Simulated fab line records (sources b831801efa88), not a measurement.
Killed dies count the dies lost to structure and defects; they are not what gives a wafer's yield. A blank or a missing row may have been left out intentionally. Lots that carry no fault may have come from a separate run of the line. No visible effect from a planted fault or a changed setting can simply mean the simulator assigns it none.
Struck lot and sound lot, side by side :: flow sky130 :: 37 steps out of a route of 708
Sound: the wafers L500.1, L500.4, L500.6. Struck: wafers L510.3, L510.4, L510.5. Last of all comes the cause.
Each step with rows lists, per side, the tool, then ch with its chambers, then its first start. Under that, the readings that differ: sound wafers :: struck wafers :: difference of the means :: sigmas: that difference in standard deviations of wafers without a fault.
alike: a reading whose means differ by less than 2 such deviations, as well as words and numbers matching on both sides. not compared: withheld readings; readings where some wafer has no value; bounds like >300 that might hide an equal value; numbers whose values overlap and for which the record gives no deviation.
A row with sigmas, a row that says differs or no value, or rows on one side alone: a step with any of these is where the two part. Non-overlapping numbers with no deviation appear without sigmas and do not part them. A reading missing from all wafers of one side parts the sides only when that side holds two or more wafers.

first, 9 steps without rows for these wafers: SKY_VIA3_SPUTTER_20 (material TiN, target thk 20 nm, time 80 s); SKY_VIA3_CVD_21 (deposits W, target thk 390 nm, time 117.31 s); SKY_VIA3_CMP_24 (polishes, stops on SiO2, t overpolish 20 s, target thk 0 nm); SKY_METAL4_SPUTTER_00 (material Ti, target thk 15 nm, time 10 s); SKY_METAL4_SPUTTER_01 (material TiN, target thk 20 nm, time 16.7 s); SKY_METAL4_SPUTTER_02 (material AlCu, target thk 735 nm, time 39.1 s); SKY_METAL4_SPUTTER_03 (material Ti, target thk 5 nm, time 3.3 s); SKY_METAL4_SPUTTER_04 (material TiN, target thk 70 nm, time 58.3 s); SKY_CAP2M_CVD_00 (deposits SiO2, target thk 15.5 nm).
SKY_CAP2M_SPUTTER_02: material TiN, target thk 200 nm, time 166.7 s.
  struck on pvd-sputter-02, day 43 05:28; sound on pvd-sputter-02, day 40 23:39
reading: model.TiN_of_CAP2M_SPUTTER_02.thk-nm (nm)
sound: 202.3 202.4 203.3
struck: 215.8 213 215.2
difference: +12.0
sigmas: 
  alike: throttle-valve-pct
SKY_CAP2M_RS_MEAS_03: a four-point-probe measurement.
  struck on film-metro-02, day 43 05:55; sound on film-metro-03, day 40 23:46
reading: CAP2M_TIN_RS (ohm/sq)
sound: 6.82 6.84 6.79
struck: 6.38 6.46 6.39
difference: -0.41
sigmas: -6
  not compared: hold
SKY_CAP2M_THK_MEAS_04: measures by xrf.
  struck on film-metro-02, day 43 09:26; sound on film-metro-03, day 40 23:53
reading: CAP2M_TIN_THK (nm)
sound: 203.9 203.5 204.6
struck: 216.3 213.3 214.8
difference: +10.8
sigmas: +5
  not compared: hold
then, 6 steps without rows for these wafers: SKY_CAP2M_HMDS_06 (prime time 60 s); SKY_CAP2M_COAT_07 (resist thk 1140 nm); SKY_CAP2M_SOFTBAKE_08 (time 60 s); SKY_CAP2M_EXPOSE_09 (exposes mask CAP2M, target cd 1000 nm); SKY_CAP2M_PEB_10; SKY_CAP2M_DEVELOP_11 (develop time 60 s).
SKY_CAP2M_METAL_ETCH_13: etches TiN in Cl2/BCl3, stops on SiO2, target depth 220 nm, time 62.9 s.
  sound on rie-metal-02 ch 0,1, day 41 22:56; struck on rie-metal-01 ch 0,1, day 44 04:37
reading: drypump-motor-current-A (A)
sound: 5.0 5.0 5.7
struck: 6.0 6.4 6.0
difference: +0.9
sigmas: +2

reading: oes-product-au (a.u.)
sound: 0.945 0.948 0.961
struck: 0.982 0.983 0.984
difference: +0.032
sigmas: +5
  alike: throttle-valve-pct
  not compared: rf-hours-counter-h
then, 16 steps without rows for these wafers: SKY_CAP2M_STRIP_14 (strips in O2/N2); SKY_CAP2M_STRIP_15 (strips in post etch residue remover, time 1200 s); SKY_CAP2M_CLEAN_16 (cleans in IPA, time 180 s); SKY_CAP2M_CLEAN_17 (cleans in O3/DIW); SKY_METAL4_DEHYDRATE_05 (time 60 s); SKY_METAL4_HMDS_06 (prime time 60 s); SKY_METAL4_COAT_07 (resist thk 60 nm); SKY_METAL4_COAT_08 (resist thk 1140 nm); SKY_METAL4_SOFTBAKE_09 (time 90 s); SKY_METAL4_EXPOSE_10 (exposes mask MM4, target cd 300 nm); SKY_METAL4_PEB_11; SKY_METAL4_DEVELOP_12 (develop time 60 s); SKY_METAL4_DESCUM_15 (chemistry O2, time 8 s); SKY_METAL4_ETCH_16 (etches BARC in N2/H2, stops on SiO2, time 88.2 s, target depth 60 nm); SKY_METAL4_ETCH_17 (etches SiO2 in C4F8/O2/Ar, stops on TiN, time 3.9 s, target depth 15 nm); SKY_METAL4_METAL_ETCH_18 (etches the open film in Cl2/BCl3, stops on SiO2, target depth 845 nm, time 183.1 s).
SKY_METAL4_STRIP_20: strips in post etch residue remover, time 1200 s.
  sound on wet-bench-03 ch 1, day 42 22:58; struck on wet-bench-04 ch 0, day 45 03:55
reading: model.TiN_of_CAP2M_SPUTTER_02.thk-nm (nm)
sound: 201.5 201.5 202.4
struck: 214.9 212.2 214.3
difference: +12.0
sigmas: 
-- the record jumps here: 4 days lie between the struck wafers' starts before and after (it left off in module METAL4 and takes up again in module PAD_OPEN, whose first step shown is number 708 of the route) --
SKY_PAD_OPEN_PROBE_99:
  struck on prober-01, day 48 18:01; sound on prober-02, day 46 18:49
reading: killed-at-other
sound: 3 2 1
struck: 0 1 1
difference: -1
sigmas: -2

reading: model.etest.pfet_01v8_mvt.drive-ua-um
sound: 154.9 157.9 155.7
struck: 141.1 139.2 139
difference: -16.4
sigmas: 

reading: model.etest.pfet_01v8_mvt.off-log10-a-um
sound: -10.09 -10.2 -10.42
struck: -11.61 -11.69 -11.7
difference: -1.43
sigmas: 

reading: model.etest.cap-mim2.plate-ohm-sq
sound: 5.937 5.886 5.879
struck: 5.636 5.603 5.614
difference: -0.283
sigmas: 

reading: model.etest.pfet_01v8_mvt.vt-sat-v (V)
sound: -0.5293 -0.5224 -0.5339
struck: -0.6405 -0.6446 -0.6431
difference: -0.1142
sigmas: 

reading: model.etest.pfet_01v8_mvt.vt-v (V)
sound: -0.622 -0.6156 -0.6243
struck: -0.7146 -0.7192 -0.7153
difference: -0.0957
sigmas: 

reading: model.etest.pfet_01v8_mvt.vt-long-v (V)
sound: -0.8399 -0.8301 -0.8424
struck: -0.9146 -0.9188 -0.9134
difference: -0.0781
sigmas: 
  alike: killed_at_M0_to_M3, killed_at_M4_up, killed-at-contacts, killed-at-front-end, killed-dies, killed-open, killed-short
  not compared: model.etest.cap-mim2.leak-log10-a-cm2

## WHERE THEY PART
At SKY_CAP2M_RS_MEAS_03 first; at SKY_PAD_OPEN_PROBE_99 last (within this record only).

WHY: whatever the simulator had introduced
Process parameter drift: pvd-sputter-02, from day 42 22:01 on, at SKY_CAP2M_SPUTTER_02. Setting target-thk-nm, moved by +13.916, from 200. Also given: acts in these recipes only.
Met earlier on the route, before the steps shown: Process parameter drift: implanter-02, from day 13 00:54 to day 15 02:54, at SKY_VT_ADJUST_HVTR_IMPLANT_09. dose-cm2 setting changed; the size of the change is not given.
